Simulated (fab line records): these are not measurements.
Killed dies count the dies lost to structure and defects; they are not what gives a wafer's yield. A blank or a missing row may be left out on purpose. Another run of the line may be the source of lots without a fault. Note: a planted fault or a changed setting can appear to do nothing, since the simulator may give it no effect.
The tool behind it: which one? || flow gf180mcu || Sampling: 12 lots, 36 wafers, 2 of 602 route steps

WHAT THE GAUGES SHOWED, per wafer
GF_V3_CD_MEAS_14: target cd 260 nm.
{"lot": "L074", "measured": "day 22 19:57", "on": "cdSem-01", "cdNm (nm)": "261.0 260.9 259.7"}
{"lot": "L078", "measured": "day 23 14:33", "on": "cdSem-02", "cdNm (nm)": "262.0 261.5 261.6"}
{"lot": "L079", "measured": "day 24 02:03", "on": "cdSem-01", "cdNm (nm)": "260.0 259.6 260.1"}
{"lot": "L081", "measured": "day 24 18:54", "on": "cdSem-01", "cdNm (nm)": "259.7 258.8 258.3"}
{"lot": "L083", "measured": "day 25 09:46", "on": "cdSem-01", "cdNm (nm)": "261.7 261.1 262.2"}
{"lot": "L085", "measured": "day 26 02:20", "on": "cdSem-02", "cdNm (nm)": "258.1 258.2 257.7"}
{"lot": "L087", "measured": "day 27 02:14", "on": "cdSem-02", "cdNm (nm)": "261.2 261.5 261.6"}
{"lot": "L089", "measured": "day 27 11:20", "on": "cdSem-02", "cdNm (nm)": "260.6 260.5 260.2"}
{"lot": "L091", "measured": "day 28 16:04", "on": "cdSem-02", "cdNm (nm)": "260.7 259.7 260.7"}
{"lot": "L093", "measured": "day 29 02:05", "on": "cdSem-01", "cdNm (nm)": "261.7 261.0 261.5"}
{"lot": "L094", "measured": "day 29 17:39", "on": "cdSem-01", "cdNm (nm)": "259.5 259.9 259.2"}
{"lot": "L097", "measured": "day 30 03:57", "on": "cdSem-01", "cdNm (nm)": "260.1 259.6 260.6"}

WHAT TOOL EACH LOT RAN ON (gives the tool, then ch and the chambers of the sampled wafers, and finally the start)
{"lot": "L074", "GF_LVPWELL_STRIP_10": "plasmaAsher-01 ch 0,1, day 4 10:44"}
{"lot": "L078", "GF_LVPWELL_STRIP_10": "plasmaAsher-01 ch 0,1, day 4 20:38"}
{"lot": "L079", "GF_LVPWELL_STRIP_10": "plasmaAsher-03 ch 0, day 5 04:29"}
{"lot": "L081", "GF_LVPWELL_STRIP_10": "plasmaAsher-03 ch 0,1, day 5 16:57"}
{"lot": "L083", "GF_LVPWELL_STRIP_10": "plasmaAsher-04 ch 0,1, day 5 21:58"}
{"lot": "L085", "GF_LVPWELL_STRIP_10": "plasmaAsher-04 ch 0,1, day 6 10:56"}
{"lot": "L087", "GF_LVPWELL_STRIP_10": "plasmaAsher-03 ch 0,1, day 7 01:29"}
{"lot": "L089", "GF_LVPWELL_STRIP_10": "plasmaAsher-04 ch 0,1, day 7 13:44"}
{"lot": "L091", "GF_LVPWELL_STRIP_10": "plasmaAsher-04 ch 0,1, day 8 08:06"}
{"lot": "L093", "GF_LVPWELL_STRIP_10": "plasmaAsher-03 ch 0,1, day 8 18:08"}
{"lot": "L094", "GF_LVPWELL_STRIP_10": "plasmaAsher-04 ch 0,1, day 9 04:14"}
{"lot": "L097", "GF_LVPWELL_STRIP_10": "plasmaAsher-04 ch 0,1, day 9 19:43"}
- GF_LVPWELL_STRIP_10: strips in O2/N2.

THE ANSWER, worked out from the rows above alone
Rule: what is usual is taken from the lots themselves. The widest of any qualifying gaps counts: lots, ordered by their means at a reading, are off when they make up no more than a third of the lots, leave a main group of 4 or more, and stand apart from it by 3 or more times the standard deviation of that group's means. A main group whose means are all the same, to the digits that the tables above print for the reading, isn't used. A lot without any number at a reading at which 4 lots or more have one is off too. All remaining lots with rows at the step are treated as sound.
No lot is off at any reading shown: from this, nothing can be told.

WHAT THE SIMULATOR PUT IN
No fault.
